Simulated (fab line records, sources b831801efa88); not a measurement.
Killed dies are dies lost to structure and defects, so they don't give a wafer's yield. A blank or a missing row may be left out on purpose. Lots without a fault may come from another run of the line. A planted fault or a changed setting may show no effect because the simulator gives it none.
Chamber matching | flow sky130 | SKY_LI_CONTACT_ETCH_15 on rie_diel-02: 4 sister chambers
The step etches PSG in C4F8/O2/Ar, stops on Si, target depth 600 nm. 4 wafers are shown with their chamber, then 7 later ones without.

WAFERS WITH THEIR CHAMBER
wafer  | chamber | rf_fwd_power_W (W)
L079.6 | 2       | 1502
L083.2 | 3       | 1497
L082.2 | 1       | 1487
L082.3 | 0       | 1486

WAFERS WITHOUT THEIR CHAMBER
wafer  | rf_fwd_power_W (W)
L082.5 | 1491
L087.2 | 1495
L087.3 | 1490
L087.6 | 1488
L095.1 | 1493
L095.4 | 1491
L095.5 | 1493

WHICH CHAMBER EACH WENT THROUGH
wafer  | from the rows above               | in truth
L082.5 | can't be placed: 1 or 0 or 3      | 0
L087.2 | can't be placed: 3 or 2 or 1      | 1
L087.3 | can't be placed: 1 or 0 or 3      | 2
L087.6 | can't be placed: 1 or 0           | 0
L095.1 | can't be placed: 3 or 1 or 0 or 2 | 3
L095.4 | can't be placed: 1 or 0 or 3      | 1
L095.5 | can't be placed: 3 or 1 or 0 or 2 | 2
Placed correctly: 0 of 7. Can't be placed from these rows: 7 (the true chamber is among the candidates in 6). Placed wrongly: 0.
How it was worked out, from the rows above alone: a wafer's distance from a chamber is the root of the sum, over the readings, of the square of ((its reading less the chamber's mean) divided by the reading's scatter). The wafer belongs to the nearest chamber; if the next one is less than 2 further off, it can't be placed. A chamber's mean is the mean of its shown wafers. The scatter: with one shown wafer a chamber, the root of the mean of the squares of how far each hidden wafer lies from its nearest shown one.
